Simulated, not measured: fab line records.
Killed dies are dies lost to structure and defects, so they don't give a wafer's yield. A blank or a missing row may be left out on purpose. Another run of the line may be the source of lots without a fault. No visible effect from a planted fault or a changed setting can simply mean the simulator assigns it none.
fab line records	flow gf180mcu
[record] lots = 24	wafers = 72	last-day = 34
route steps=602 shown CONTACT@313 M3@414 V4@501 M5@535 V5@558 PASSIVATION@598
lots that met no fault: taken from a fault-free run of the same line
start-h: the number of hours between the record's first day and the start of the first shown wafer of the lot	wait-h: hours since the lot's step before	" same as the row above	L1.1+2: a single row standing in for several wafers	- no value present, or no start provided	* or withheld: withheld	< > ~ a bound
route shown NAME@n: a module of which the file shows steps, and the number in the route of the first	usual: mean and standard deviation over wafers with no fault	same: alike in all rows	chamber/n: place in a boat	sites: readings site by site	_std_site: the values' standard deviation	_edge_site: inner sites' mean taken away from outer sites' mean	radius-mm: how far each site lies from the wafer's centre	mask NAME#n: copy n	behind: tool/chamber where the wafer was last shaped	hold: why the lot went on hold/how many hours it stayed there/how the hold came to an end	device: names the non-switching transistor (n, p or np)	end of line: tests of these same wafers at the route's end	for a step that has no rows: nothing shown but its recipe	killed: not the wafer's yield, but the dies lost to structure and defects at the first sort	map: shows each die of a wafer: x if killed, . if not, _ if none is there
set.NAME: the setting as run; set.NAME@STEP: as run at that earlier step	model.NAME: the simulator's own value behind a step, which no gauge read
steps of the route over a sample of lots; a table a step, a row a wafer
services: the hour from which a tool's chamber was out of use, counted from the record's first day as start-h (under 0 if before that day), plus the number of hours and why
[[steps]]
[step GF_CONTACT_THK_MEAS_26]
[recipe] thk-meas-gauge = xrf	reads = W_of_CONTACT_CVD_24
[usual] CONTACT_W_THK = 296/3.4
lot.wafer	tool	chamber	start-h	wait-h	CONTACT_W_THK[nm]
L074.1	film-metro-04	-	356.42	0.1	294
L074.3	"	-	"	"	296
L074.6	"	-	"	"	293
L075.2	film-metro-01	-	359.53	0.1	294
L075.4	"	-	"	"	294
L075.6	"	-	"	"	295
L076.2	film-metro-04	-	369.07	0.1	296
L076.4	"	-	"	"	289
L076.6	"	-	"	"	299
L077.1	film-metro-01	-	385.71	0.1	291
L077.2	"	-	"	"	298
L077.3	"	-	"	"	293
L078.2	film-metro-03	-	393.28	0.1	289
L078.5	"	-	"	"	296
L078.6	"	-	"	"	287
L079.2	film-metro-04	-	406.42	0.1	291
L079.3	"	-	"	"	292
L079.6	"	-	"	"	292
L080.1	film-metro-04	-	421.01	0.1	292
L080.5	"	-	"	"	295
L080.6	"	-	"	"	291
L081.1	film-metro-01	-	430.96	0.1	296
L081.4	"	-	"	"	292
L081.6	"	-	"	"	302
L082.1	film-metro-04	-	445.62	0.1	293
L082.3	"	-	"	"	298
L082.5	"	-	"	"	295
L083.2	film-metro-01	-	454.13	0.1	297
L083.4	"	-	"	"	296
L083.5	"	-	"	"	296
L084.3	film-metro-01	-	467.45	0.1	295
L084.5	"	-	"	"	298
L084.6	"	-	"	"	302
L085.1	film-metro-04	-	478.35	0.1	292
L085.3	"	-	"	"	296
L085.6	"	-	"	"	298
L086.1	film-metro-04	-	479.25	0.1	298
L086.4	"	-	"	"	298
L086.5	"	-	"	"	300
L087.4	film-metro-04	-	489.03	0.1	295
L087.5	"	-	"	"	295
L087.6	"	-	"	"	295
L088.1	film-metro-01	-	500.10	0.1	304
L088.3	"	-	"	"	298
L088.4	"	-	"	"	299
L089.2	film-metro-03	-	509.81	0.1	299
L089.4	"	-	"	"	296
L089.6	"	-	"	"	295
L090.2	film-metro-01	-	511.44	0.1	300
L090.3	"	-	"	"	299
L090.4	"	-	"	"	294
L091.2	film-metro-01	-	516.78	0.1	292
L091.4	"	-	"	"	297
L091.5	"	-	"	"	297
L092.2	film-metro-03	-	518.67	0.1	294
L092.3	"	-	"	"	297
L092.6	"	-	"	"	297
L094.1	film-metro-01	-	534.35	0.1	297
L094.2	"	-	"	"	300
L094.4	"	-	"	"	299
L093.1	film-metro-03	-	539.28	0.1	293
L093.2	"	-	"	"	294
L093.5	"	-	"	"	295
L095.4	film-metro-01	-	540.14	0.1	298
L095.5	"	-	"	"	298
L095.6	"	-	"	"	297
L096.3	film-metro-04	-	548.14	0.1	303
L096.4	"	-	"	"	299
L096.5	"	-	"	"	300
L097.2	film-metro-04	-	556.88	0.1	295
L097.4	"	-	"	"	294
L097.5	"	-	"	"	294
[step GF_M3_RS_MEAS_05]
[recipe] thk-meas-gauge = four-point-probe	reads = TiN_of_M3_SPUTTER_04+Ti_of_M3_SPUTTER_03+AlCu_of_M3_SPUTTER_02+TiN_of_M3_SPUTTER_01+Ti_of_M3_SPUTTER_00
[usual] M3_ALCU_RS = 0.0696/0.00069
lot.wafer	tool	chamber	start-h	wait-h	M3_ALCU_RS[ohm/sq]
L074.1	film-metro-02	-	457.11	0.0	0.0690
L074.3	"	-	"	"	0.0696
L074.6	"	-	"	"	0.0695
L075.2	film-metro-03	-	461.05	0.0	0.0690
L075.4	"	-	"	"	0.0693
L075.6	"	-	"	"	0.0687
L076.2	film-metro-02	-	471.62	0.0	0.0693
L076.4	"	-	"	"	0.0700
L076.6	"	-	"	"	0.0688
L077.1	film-metro-02	-	489.01	0.0	0.0703
L077.2	"	-	"	"	0.0699
L077.3	"	-	"	"	0.0708
L078.2	film-metro-03	-	495.56	0.0	0.0700
L078.5	"	-	"	"	0.0709
L078.6	"	-	"	"	0.0700
L079.2	film-metro-03	-	509.99	0.0	0.0707
L079.3	"	-	"	"	0.0693
L079.6	"	-	"	"	0.0691
L080.1	film-metro-03	-	521.80	0.0	0.0695
L080.5	"	-	"	"	0.0696
L080.6	"	-	"	"	0.0694
L081.1	film-metro-03	-	532.65	0.0	0.0690
L081.4	"	-	"	"	0.0692
L081.6	"	-	"	"	0.0694
L082.1	film-metro-03	-	552.06	0.0	0.0698
L082.3	"	-	"	"	0.0694
L082.5	"	-	"	"	0.0711
L083.2	film-metro-02	-	554.92	0.0	0.0694
L083.4	"	-	"	"	0.0691
L083.5	"	-	"	"	0.0691
L084.3	film-metro-03	-	567.73	0.1	0.0709
L084.5	"	-	"	"	0.0697
L084.6	"	-	"	"	0.0694
L085.1	film-metro-04	-	576.31	0.0	0.0703
L085.3	"	-	"	"	0.0695
L085.6	"	-	"	"	0.0706
L086.1	film-metro-04	-	577.27	0.0	0.0690
L086.4	"	-	"	"	0.0688
L086.5	"	-	"	"	0.0691
L087.4	film-metro-03	-	586.80	0.1	0.0701
L087.5	"	-	"	"	0.0693
L087.6	"	-	"	"	0.0695
L088.1	film-metro-02	-	596.80	0.0	0.0695
L088.3	"	-	"	"	0.0683
L088.4	"	-	"	"	0.0690
L089.2	film-metro-03	-	605.23	0.0	0.0688
L089.4	"	-	"	"	0.0693
L089.6	"	-	"	"	0.0710
L090.2	film-metro-03	-	606.83	0.0	0.0695
L090.3	"	-	"	"	0.0699
L090.4	"	-	"	"	0.0693
L091.2	film-metro-03	-	612.97	0.0	0.0701
L091.4	"	-	"	"	0.0696
L091.5	"	-	"	"	0.0698
L092.2	film-metro-04	-	613.43	0.0	0.0694
L092.3	"	-	"	"	0.0700
L092.6	"	-	"	"	0.0702
L094.1	film-metro-02	-	627.36	0.0	0.0698
L094.2	"	-	"	"	0.0683
L094.4	"	-	"	"	0.0704
L093.1	film-metro-03	-	631.43	0.0	0.0687
L093.2	"	-	"	"	0.0697
L093.5	"	-	"	"	0.0702
L095.4	film-metro-04	-	632.44	0.1	0.0699
L095.5	"	-	"	"	0.0702
L095.6	"	-	"	"	0.0703
L096.3	film-metro-04	-	639.85	0.1	0.0682
L096.4	"	-	"	"	0.0688
L096.5	"	-	"	"	0.0693
L097.2	film-metro-02	-	648.55	0.1	0.0696
L097.4	"	-	"	"	0.0685
L097.5	"	-	"	"	0.0686
[step GF_V4_THK_MEAS_25]
[recipe] thk-meas-gauge = xrf	reads = W_of_V4_CVD_23
[usual] V4_W_THK = 345/5.1
lot.wafer	tool	chamber	start-h	wait-h	V4_W_THK[nm]
L074.1	film-metro-01	-	556.47	0.1	355
L074.3	"	-	"	"	355
L074.6	"	-	"	"	349
L075.2	film-metro-03	-	559.74	0.1	344
L075.4	"	-	"	"	350
L075.6	"	-	"	"	347
L076.2	film-metro-01	-	569.71	0.1	352
L076.4	"	-	"	"	356
L076.6	"	-	"	"	353
L077.1	film-metro-04	-	585.80	0.1	346
L077.2	"	-	"	"	342
L077.3	"	-	"	"	340
L078.2	film-metro-01	-	590.46	0.1	353
L078.5	"	-	"	"	352
L078.6	"	-	"	"	350
L079.2	film-metro-04	-	604.83	0.1	345
L079.3	"	-	"	"	345
L079.6	"	-	"	"	337
L080.1	film-metro-04	-	616.02	0.1	347
L080.5	"	-	"	"	350
L080.6	"	-	"	"	350
L081.1	film-metro-01	-	625.88	0.1	352
L081.4	"	-	"	"	351
L081.6	"	-	"	"	347
L082.1	film-metro-04	-	642.88	0.1	340
L082.3	"	-	"	"	344
L082.5	"	-	"	"	346
L083.2	film-metro-04	-	646.57	0.1	349
L083.4	"	-	"	"	353
L083.5	"	-	"	"	341
L084.3	film-metro-01	-	655.74	0.1	346
L084.5	"	-	"	"	343
L084.6	"	-	"	"	340
L085.1	film-metro-04	-	662.56	0.1	342
L085.3	"	-	"	"	343
L085.6	"	-	"	"	341
L086.1	film-metro-04	-	665.87	0.1	347
L086.4	"	-	"	"	338
L086.5	"	-	"	"	343
L087.4	film-metro-01	-	673.32	0.1	344
L087.5	"	-	"	"	345
L087.6	"	-	"	"	346
L088.1	film-metro-03	-	684.07	0.1	337
L088.3	"	-	"	"	338
L088.4	"	-	"	"	343
L089.2	film-metro-03	-	690.06	0.1	336
L089.4	"	-	"	"	335
L089.6	"	-	"	"	337
L090.2	film-metro-04	-	691.39	0.1	340
L090.3	"	-	"	"	342
L090.4	"	-	"	"	339
L091.2	film-metro-01	-	697.00	0.1	347
L091.4	"	-	"	"	347
L091.5	"	-	"	"	347
L092.2	film-metro-04	-	697.23	0.1	340
L092.3	"	-	"	"	343
L092.6	"	-	"	"	335
L094.1	film-metro-01	-	710.27	0.1	338
L094.2	"	-	"	"	340
L094.4	"	-	"	"	337
L093.1	film-metro-03	-	714.82	0.1	338
L093.2	"	-	"	"	338
L093.5	"	-	"	"	338
L095.4	film-metro-04	-	714.93	0.1	347
L095.5	"	-	"	"	349
L095.6	"	-	"	"	348
L096.3	film-metro-03	-	720.34	0.1	346
L096.4	"	-	"	"	346
L096.5	"	-	"	"	344
L097.2	film-metro-01	-	729.33	0.1	342
L097.4	"	-	"	"	346
L097.5	"	-	"	"	345
[step GF_M5_ETCH_09]
[recipe] chemistry = CF4/O2	target = Si3N4	target-depth-nm = 52	source-w = 800	bias-w = 150	pressure-mtorr = 150	cf4-flow-sccm = 80	O2_flow_sccm = 10	time-s = 11.6
[usual] chamber-pressure-mTorr = 150.01/0.14	drypump-motor-current-A = 5.8/0.51	oes-product-au = 1.001/0.0093	throttle-valve-pct = 5.973/0.009
lot.wafer	tool	chamber	start-h	wait-h	chamber-pressure-mTorr	drypump-motor-current-A	oes-product-au	rf-hours-counter-h	throttle-valve-pct
L074.1	rie-diel-03	3	600.82	0.0	149.97	6.0	0.992	36	5.954
L074.3	"	0	"	"	149.88	5.6	0.994	52	5.952
L074.6	"	1	"	"	149.87	6.1	0.995	-	5.964
L075.2	rie-diel-02	3	604.59	0.0	149.94	6.6	1.015	11	5.980
L075.4	"	0	"	"	149.88	6.4	0.988	-	5.967
L075.6	"	3	"	"	149.90	6.7	1.024	-	5.969
L076.2	rie-diel-03	1	613.88	0.0	150.14	6.2	0.995	10	5.963
L076.4	"	0	"	"	149.69	5.6	0.997	53	5.973
L076.6	"	2	"	"	150.13	5.3	1.010	-	5.962
L077.1	rie-diel-04	1	629.03	0.0	149.96	5.6	1.009	60	5.965
L077.2	"	2	"	"	149.91	6.5	0.996	11	5.966
L077.3	"	0	"	"	150.01	6.1	0.994	53	5.975
L078.2	rie-diel-04	0	633.18	0.0	149.93	6.1	0.995	53	5.977
L078.5	"	1	"	"	150.22	5.6	0.999	-	5.973
L078.6	"	0	"	"	149.86	6.2	0.995	-	5.975
L079.2	rie-diel-03	1	646.51	0.0	150.13	6.1	1.010	11	5.964
L079.3	"	0	"	"	149.92	5.6	1.004	54	5.975
L079.6	"	1	"	"	149.78	6.1	1.005	-	5.986
L080.1	rie-diel-04	0	656.57	0.0	150.09	6.1	0.996	54	5.965
L080.5	"	3	"	"	150.07	4.7	1.010	-	5.984
L080.6	"	1	"	"	150.13	5.6	0.999	-	5.983
L081.1	rie-diel-03	0	666.12	0.0	149.91	5.6	0.989	55	5.963
L081.4	"	3	"	"	149.96	6.0	1.002	38	5.957
L081.6	"	3	"	"	150.18	6.0	0.988	-	5.977
L082.1	rie-diel-04	1	682.12	0.0	149.83	5.5	0.993	63	5.988
L082.3	"	2	"	"	150.07	6.5	1.009	12	5.975
L082.5	"	1	"	"	150.04	5.6	0.989	-	5.964
L083.2	rie-diel-03	2	685.03	0.0	150.06	5.3	1.007	2	5.984
L083.4	"	3	"	"	150.04	6.0	1.002	39	5.975
L083.5	"	3	"	"	150.33	6.0	0.993	-	5.974
L084.3	rie-diel-03	1	694.33	0.0	149.91	6.1	1.000	13	5.984
L084.5	"	1	"	"	150.26	6.1	0.995	-	5.976
L084.6	"	2	"	"	150.11	5.3	1.007	-	5.973
L085.1	rie-diel-03	0	700.92	0.0	150.06	5.6	0.992	56	5.981
L085.3	"	1	"	"	150.06	6.1	1.002	14	5.971
L085.6	"	2	"	"	149.90	5.3	1.012	-	5.975
L086.1	rie-diel-03	3	704.32	0.0	149.96	6.0	0.990	40	5.967
L086.4	"	1	"	"	150.01	6.1	1.005	14	5.980
L086.5	"	0	"	"	149.96	5.6	1.003	-	5.973
L087.4	rie-diel-03	0	711.18	0.0	150.24	5.6	0.993	57	5.969
L087.5	"	2	"	"	149.88	5.2	1.004	-	5.984
L087.6	"	3	"	"	149.87	6.0	0.984	-	5.965
L088.1	rie-diel-03	3	721.38	0.0	150.00	6.0	0.999	40	5.976
L088.3	"	1	"	"	149.99	6.1	1.000	14	5.951
L088.4	"	2	"	"	150.30	5.3	1.005	4	5.976
L089.2	rie-diel-04	1	726.42	0.0	150.03	5.6	1.001	1	5.975
L089.4	"	2	"	"	150.10	6.5	0.997	-	5.967
L089.6	"	3	"	"	150.27	4.7	1.000	-	5.966
L090.2	rie-diel-02	0	728.63	0.0	150.05	6.4	0.992	18	5.984
L090.3	"	3	"	"	149.92	6.6	1.020	16	5.974
L090.4	"	0	"	"	149.87	6.4	0.991	-	5.970
L091.2	rie-diel-04	3	734.33	0.0	149.67	4.7	1.008	20	5.974
L091.4	"	3	"	"	150.02	4.7	1.002	-	5.964
L091.5	"	2	"	"	149.88	6.6	1.008	-	5.976
L092.2	rie-diel-04	3	734.83	0.0	149.98	4.7	1.004	20	5.982
L092.3	"	2	"	"	149.98	6.5	0.999	15	5.971
L092.6	"	1	"	"	150.07	5.6	1.009	-	5.977
L094.1	rie-diel-03	1	746.97	0.0	150.13	6.1	1.016	16	5.967
L094.2	"	2	"	"	150.01	5.3	1.006	5	5.985
L094.4	"	3	"	"	150.02	6.0	1.015	42	5.965
L093.1	rie-diel-02	3	750.43	0.0	149.75	6.6	1.013	17	5.993
L093.2	"	2	"	"	149.95	5.4	1.021	30	5.975
L093.5	"	3	"	"	150.19	6.6	1.017	-	5.971
L095.4	rie-diel-03	1	751.38	0.0	149.92	6.1	0.997	16	5.984
L095.5	"	2	"	"	149.91	5.2	1.000	-	5.969
L095.6	"	1	"	"	150.03	6.1	1.001	-	5.985
L096.3	rie-diel-03	0	755.32	0.0	149.86	5.6	0.983	1	5.961
L096.4	"	1	"	"	150.01	6.1	0.995	16	5.978
L096.5	"	0	"	"	150.04	5.6	0.983	-	5.970
L097.2	rie-diel-02	0	764.18	0.0	149.89	6.4	0.990	20	5.964
L097.4	"	2	"	"	150.11	5.4	1.017	31	5.971
L097.5	"	3	"	"	150.11	6.5	1.011	-	5.979
[step GF_V5_STRIP_18]
[recipe] chemistry = O2/N2	power-w = 1400	pressure-mtorr = 1500	platen-temp-c = 250	o2-flow-sccm = 3000	n2-flow-sccm = 300	overash-fraction = 0.5
[usual] chamber-pressure-mTorr = 1500.0/1.4	drypump-motor-current-A = 5.49/0.23	heater-power-w = 327/30	oes-product-au = 0.568/0.0047
lot.wafer	tool	chamber	start-h	wait-h	chamber-pressure-mTorr	drypump-motor-current-A	heater-power-w	oes-product-au	rf-hours-counter-h
L074.1	plasma-asher-01	1	622.83	-	1499.8	5.84	287	0.567	84
L074.3	"	0	"	"	1497.5	5.30	357	0.567	-
L074.6	"	0	"	"	1501.3	5.29	377	0.573	-
L075.2	plasma-asher-01	1	626.89	-	1499.9	5.81	290	0.569	85
L075.4	"	1	"	"	1500.8	5.85	284	0.569	-
L075.6	"	1	"	"	1502.8	5.83	291	0.574	-
L076.2	plasma-asher-01	0	635.68	-	1503.4	5.28	363	0.573	86
L076.4	"	0	"	"	1498.2	5.32	360	0.567	-
L076.6	"	0	"	"	1500.4	5.31	360	0.583	-
L077.1	plasma-asher-03	1	650.68	-	1500.3	5.58	320	0.562	108
L077.2	"	0	"	"	1500.4	5.23	367	0.565	108
L077.3	"	1	"	"	1499.5	5.59	309	0.573	-
L078.2	plasma-asher-01	0	654.84	-	1498.3	5.30	361	0.574	89
L078.5	"	1	"	"	1500.2	5.84	286	0.581	-
L078.6	"	0	"	"	1499.3	5.28	357	0.572	-
L079.2	plasma-asher-01	0	667.57	-	1500.4	5.32	370	0.573	90
L079.3	"	0	"	"	1496.7	5.27	360	0.565	-
L079.6	"	1	"	"	1496.4	5.84	289	0.574	-
L080.1	plasma-asher-02	1	678.03	-	1501.4	5.35	323	0.575	15
L080.5	"	0	"	"	1499.9	5.44	332	0.566	-
L080.6	"	1	"	"	1500.2	5.36	324	0.567	-
L081.1	plasma-asher-01	1	686.78	-	1499.2	5.83	281	0.576	92
L081.4	"	0	"	"	1499.5	5.32	362	0.571	-
L081.6	"	1	"	"	1499.3	5.83	280	0.565	-
L082.1	plasma-asher-01	0	701.89	-	1497.9	5.24	359	0.571	94
L082.3	"	0	"	"	1500.0	5.27	365	0.564	-
L082.5	"	0	"	"	1499.9	5.30	366	0.564	-
L083.2	plasma-asher-02	1	704.83	-	1501.2	5.35	320	0.569	17
L083.4	"	0	"	"	1497.6	5.45	333	0.567	-
L083.5	"	0	"	"	1498.8	5.48	336	0.568	-
L084.3	plasma-asher-01	0	714.32	-	1500.5	5.27	367	0.570	-
L084.5	"	1	"	"	1500.4	5.84	288	0.562	-
L084.6	"	0	"	"	1500.7	5.27	360	0.573	-
L085.1	plasma-asher-02	1	720.77	-	1501.5	5.36	318	0.566	19
L085.3	"	1	"	"	1501.7	5.34	317	0.570	-
L085.6	"	0	"	"	1501.7	5.48	339	0.574	-
L086.1	plasma-asher-01	1	723.54	-	1498.6	5.85	286	0.560	96
L086.4	"	0	"	"	1499.1	5.30	363	0.557	-
L086.5	"	1	"	"	1502.2	5.86	293	0.562	-
L087.4	plasma-asher-01	0	730.46	-	1502.3	5.34	370	0.564	-
L087.5	"	0	"	"	1499.7	5.31	374	0.565	-
L087.6	"	1	"	"	1499.2	5.84	294	0.564	-
L088.1	plasma-asher-01	0	740.54	-	1499.9	5.25	366	0.572	98
L088.3	"	1	"	"	1498.0	5.85	287	0.576	-
L088.4	"	0	"	"	1500.4	5.29	370	0.565	-
L089.2	plasma-asher-02	1	745.68	-	1498.2	5.34	316	0.565	22
L089.4	"	0	"	"	1501.4	5.44	341	0.568	-
L089.6	"	0	"	"	1498.9	5.42	335	0.569	-
L090.2	plasma-asher-03	1	747.87	-	1500.7	5.58	329	0.573	0
L090.3	"	1	"	"	1498.8	5.57	328	0.567	-
L090.4	"	0	"	"	1499.0	5.22	351	0.569	-
L092.2	plasma-asher-01	0	753.77	-	1501.7	5.30	366	0.578	99
L092.3	"	1	"	"	1501.7	5.84	282	0.566	-
L092.6	"	1	"	"	1502.1	5.84	295	0.569	-
L091.2	plasma-asher-02	0	754.12	-	1499.6	5.45	328	0.570	23
L091.4	"	0	"	"	1501.3	5.44	336	0.558	-
L091.5	"	1	"	"	1500.0	5.35	312	0.567	-
L094.1	plasma-asher-02	1	765.63	-	1499.6	5.33	314	0.567	24
L094.2	"	0	"	"	1498.9	5.48	337	0.568	24
L094.4	"	1	"	"	1498.0	5.35	309	0.565	-
L093.1	plasma-asher-01	1	768.84	-	1500.6	5.83	288	0.569	101
L093.2	"	0	"	"	1500.9	5.24	361	0.569	101
L093.5	"	0	"	"	1501.7	5.25	373	0.560	-
L095.4	plasma-asher-02	0	770.01	-	1501.9	5.45	333	0.559	-
L095.5	"	1	"	"	1500.7	5.34	320	0.568	-
L095.6	"	0	"	"	1499.8	5.42	332	0.571	-
L096.3	plasma-asher-02	0	773.81	-	1501.6	5.45	336	0.568	-
L096.4	"	1	"	"	1499.7	5.34	317	0.573	-
L096.5	"	0	"	"	1500.0	5.48	326	0.567	-
L097.2	plasma-asher-02	1	781.98	-	1499.3	5.35	322	0.573	26
L097.4	"	0	"	"	1502.2	5.45	329	0.567	-
L097.5	"	1	"	"	1499.5	5.37	318	0.570	-
[step GF_PASSIVATION_ETCH_11]
[recipe] chemistry = CF4/O2	target-depth-nm = 2040	stop-on = TiN	source-w = 800	bias-w = 150	pressure-mtorr = 150	cf4-flow-sccm = 80	O2_flow_sccm = 10	time-s = 453.3
[usual] chamber-pressure-mTorr = 150.00/0.13	drypump-motor-current-A = 6.0/0.46	oes-product-au = 0.990/0.0061	throttle-valve-pct = 5.967/0.0091
lot.wafer	tool	chamber	start-h	wait-h	chamber-pressure-mTorr	drypump-motor-current-A	oes-product-au	rf-hours-counter-h	throttle-valve-pct
L074.1	rie-diel-01	0	665.37	-	150.06	6.2	0.977	12	5.974
L074.3	"	1	"	"	150.02	5.0	0.987	3	5.975
L074.6	"	2	"	"	149.87	6.2	0.990	-	5.970
L075.2	rie-diel-01	0	671.67	-	150.21	6.2	0.981	13	5.967
L075.4	"	0	"	"	149.89	6.3	0.990	-	5.969
L075.6	"	1	"	"	149.99	5.0	0.986	-	5.966
L076.2	rie-diel-02	2	677.07	-	150.11	5.5	0.993	28	5.969
L076.4	"	3	"	"	150.16	6.6	1.000	-	5.976
L076.6	"	2	"	"	149.87	5.5	0.993	-	5.972
L077.1	rie-diel-03	3	690.82	-	149.94	6.0	0.980	39	5.969
L077.2	"	1	"	"	150.10	6.1	0.992	13	5.970
L077.3	"	2	"	"	150.04	5.3	0.994	2	5.979
L078.2	rie-diel-03	2	694.97	-	149.89	5.3	0.997	3	5.969
L078.5	"	3	"	"	150.31	6.0	0.984	-	5.980
L078.6	"	2	"	"	149.86	5.2	0.996	-	5.963
L079.2	rie-diel-01	0	706.47	-	150.11	6.2	0.990	15	5.976
L079.3	"	1	"	"	149.81	5.0	0.985	6	5.958
L079.6	"	3	"	"	150.17	5.6	0.984	-	5.950
L080.1	rie-diel-03	3	716.67	-	150.21	6.0	0.995	40	5.958
L080.5	"	0	"	"	149.80	5.6	0.993	-	5.983
L080.6	"	3	"	"	149.76	6.0	0.994	-	5.969
L081.1	rie-diel-02	0	725.82	-	150.26	6.4	0.992	18	5.945
L081.4	"	2	"	"	149.97	5.4	0.998	-	5.958
L081.6	"	0	"	"	150.22	6.4	0.995	-	5.964
L082.1	rie-diel-03	1	739.36	-	150.11	6.1	0.992	15	5.984
L082.3	"	2	"	"	149.87	5.2	0.989	5	5.969
L082.5	"	2	"	"	149.74	5.3	0.989	-	5.966
L083.2	rie-diel-03	2	742.72	-	149.80	5.3	0.995	5	5.964
L083.4	"	1	"	"	150.06	6.1	0.989	16	5.974
L083.5	"	3	"	"	149.82	6.0	0.993	-	5.966
L084.3	rie-diel-02	3	752.26	-	150.01	6.6	0.994	17	5.965
L084.5	"	0	"	"	149.87	6.4	0.994	-	5.955
L084.6	"	3	"	"	149.98	6.6	0.990	-	5.972
L085.1	rie-diel-03	1	757.86	-	150.16	6.1	0.987	16	5.952
L085.3	"	3	"	"	149.97	6.0	0.992	42	5.967
L085.6	"	1	"	"	149.95	6.1	0.990	-	5.973
L086.1	rie-diel-02	0	760.21	-	150.06	6.3	0.987	20	5.955
L086.4	"	0	"	"	150.18	6.3	0.990	-	5.967
L086.5	"	3	"	"	149.96	6.6	1.002	-	5.966
L087.4	rie-diel-03	3	767.42	-	149.97	6.0	0.988	43	5.975
L087.5	"	2	"	"	150.18	5.2	0.992	-	5.985
L087.6	"	1	"	"	149.79	6.1	0.979	-	5.974
L088.1	rie-diel-02	1	775.86	-	149.90	6.2	0.987	1	5.965
L088.3	"	3	"	"	150.19	6.6	0.997	18	5.971
L088.4	"	2	"	"	149.88	5.4	0.995	31	5.961
L089.2	rie-diel-02	2	780.72	-	150.04	5.5	1.011	32	5.961
L089.4	"	0	"	"	150.24	6.4	0.991	21	5.958
L089.6	"	0	"	"	150.06	6.4	0.980	-	5.965
L090.2	rie-diel-02	1	782.96	-	149.83	6.2	0.985	1	5.964
L090.3	"	2	"	"	150.02	5.5	0.992	32	5.977
L090.4	"	0	"	"	149.91	6.4	0.984	21	5.957
L092.2	rie-diel-02	0	788.31	-	150.09	6.4	0.995	21	5.972
L092.3	"	3	"	"	149.75	6.6	0.997	19	5.957
L092.6	"	1	"	"	149.91	6.2	0.982	-	5.976
L091.2	rie-diel-02	0	790.21	-	149.80	6.4	0.988	22	5.978
L091.4	"	1	"	"	150.05	6.2	0.991	2	5.975
L091.5	"	1	"	"	149.99	6.2	0.986	-	5.970
L094.1	rie-diel-03	0	799.26	-	149.87	5.6	0.982	3	5.972
L094.2	"	1	"	"	149.92	6.1	0.977	18	5.955
L094.4	"	3	"	"	149.97	6.0	0.985	44	5.964
L093.1	rie-diel-03	0	803.47	-	149.94	5.6	0.979	3	5.962
L093.2	"	2	"	"	149.97	5.3	0.988	8	5.967
L093.5	"	0	"	"	150.21	5.6	0.983	-	5.967
L095.4	rie-diel-01	2	804.16	-	150.01	6.2	0.986	29	5.960
L095.5	"	0	"	"	150.07	6.2	0.992	-	5.969
L095.6	"	3	"	"	149.95	5.6	0.996	-	5.968
L096.3	rie-diel-02	2	807.46	-	150.18	5.4	0.989	33	5.995
L096.4	"	1	"	"	149.95	6.2	0.983	3	5.969
L096.5	"	0	"	"	150.12	6.3	0.982	-	5.961
L097.2	rie-diel-02	3	814.01	-	150.02	6.6	0.995	21	5.978
L097.4	"	0	"	"	150.04	6.4	0.987	23	5.976
L097.5	"	3	"	"	149.85	6.6	1.002	-	5.969
[[services]]
tool	chamber	start-h	hours	kind
rie-diel-03	2	587.84	-	clean
rie-diel-03	2	587.84	18.5	scheduled-down
rie-diel-03	2	587.84	18.5	vent-cycle
rie-diel-01	-	589.11	0.3	repair
rie-diel-02	3	590.50	6.5	repair
rie-diel-02	1	604.13	132.0	repair
rie-diel-02	-	617.15	2.8	pm
rie-diel-02	-	623.91	1.5	repair
rie-diel-01	1	627.86	1.7	repair
rie-diel-04	2	636.12	24.7	repair
rie-diel-04	0	660.40	4.6	repair
rie-diel-02	0	667.70	6.2	repair
rie-diel-04	-	678.50	2.6	repair
rie-diel-02	-	688.76	28.1	pm
rie-diel-03	0	722.71	-	clean
rie-diel-03	0	722.71	17.9	scheduled-down
rie-diel-03	0	722.71	17.9	vent-cycle
plasma-asher-03	-	733.75	9.0	pm
rie-diel-02	0	734.42	11.9	repair
rie-diel-03	2	756.36	3.3	repair
plasma-asher-03	-	758.25	14.6	pm
plasma-asher-03	-	779.81	3.8	repair
rie-diel-02	0	796.30	6.6	repair
rie-diel-01	1	805.83	3.2	repair
[[key]]
fault none
